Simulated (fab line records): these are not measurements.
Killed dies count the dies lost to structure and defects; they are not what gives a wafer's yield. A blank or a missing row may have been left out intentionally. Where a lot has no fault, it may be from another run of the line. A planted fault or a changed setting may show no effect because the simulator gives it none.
A single fault, viewed from 2 desks + flow sfq-line + what lay behind the numbers comes last; until then each desk has only its own

== FROM THE METROLOGY DESK ==
What the gauges read for every lot (on any tool): the sampled wafers with a number, averaged. If a lot's mean is further than 4 standard deviations from the usual mean, the lot is out of limits and carries the mark OUT (the distance appears in the brackets).
Columns: A = I0_OVL at SFQ_I0_OVL_MEAS_908, usual 1 nm; B = M2_NB_RS at SFQ_M2_RS_MEAS_914, usual 0.886 ohm/sq; C = I2_BOW at SFQ_I2_BOW_MEAS_917, usual 3 um
| lot  | first seen here | A  | B     | C   |
|------|-----------------|----|-------|-----|
| L577 | day 16 15:44    | 0  | 0.883 | -1  |
| L578 | day 16 20:16    | 2  | 0.885 | -7  |
| L582 | day 17 03:28    | -5 | 0.886 | 9   |
| L583 | day 17 04:41    | 5  | 0.884 | 10  |
| L586 | day 17 11:52    | -6 | 0.883 | 3   |
| L593 | day 19 17:25    | 3  | 0.884 | -5  |
| L594 | day 19 21:06    | -3 | 0.884 | -5  |
| L595 | day 19 22:17    | -8 | 0.900 | 3   |
| L598 | day 28 10:04    | 7  | 0.895 | -2  |
| L599 | day 28 12:28    | -2 | 0.894 | -15 |
| L600 | day 28 20:59    | 9  | 0.887 | 2   |
Result from this desk: across the 11 lots, nothing is out of limits.

== FOR THE TOOL OWNER'S DESK: cmp-01 ==
The tool's own readings at SFQ_TRILAYER_I2_CMP_CMP_064 (polishes SiO2): means of the sampled wafers that have a number, for each lot that ran on this tool. If a lot's mean is further than 4 standard deviations from the usual mean, the lot is out of limits and carries the mark OUT (the distance appears in the brackets).
Columns: A = motor-current-A at SFQ_TRILAYER_I2_CMP_CMP_064, usual 10.0 A; B = time-to-endpoint-s at SFQ_TRILAYER_I2_CMP_CMP_064, usual 218 s
| lot  | first seen here | A    | B   |
|------|-----------------|------|-----|
| L577 | day 32 05:34    | 10.4 | 220 |
| L582 | day 32 16:22    | 10.3 | 211 |
| L586 | day 33 00:30    | 10.2 | 246 |
| L599 | day 43 08:08    | 10.4 | 215 |
| L600 | day 44 07:38    | 11.0 | 222 |
Result from this desk: across the 5 lots, nothing is out of limits.

== BROUGHT TOGETHER ==
At the metrology desk, nothing out of limits was observed.
Nothing out of limits was seen by the tool owner's desk.

== WHAT THE SIMULATOR PUT IN ==
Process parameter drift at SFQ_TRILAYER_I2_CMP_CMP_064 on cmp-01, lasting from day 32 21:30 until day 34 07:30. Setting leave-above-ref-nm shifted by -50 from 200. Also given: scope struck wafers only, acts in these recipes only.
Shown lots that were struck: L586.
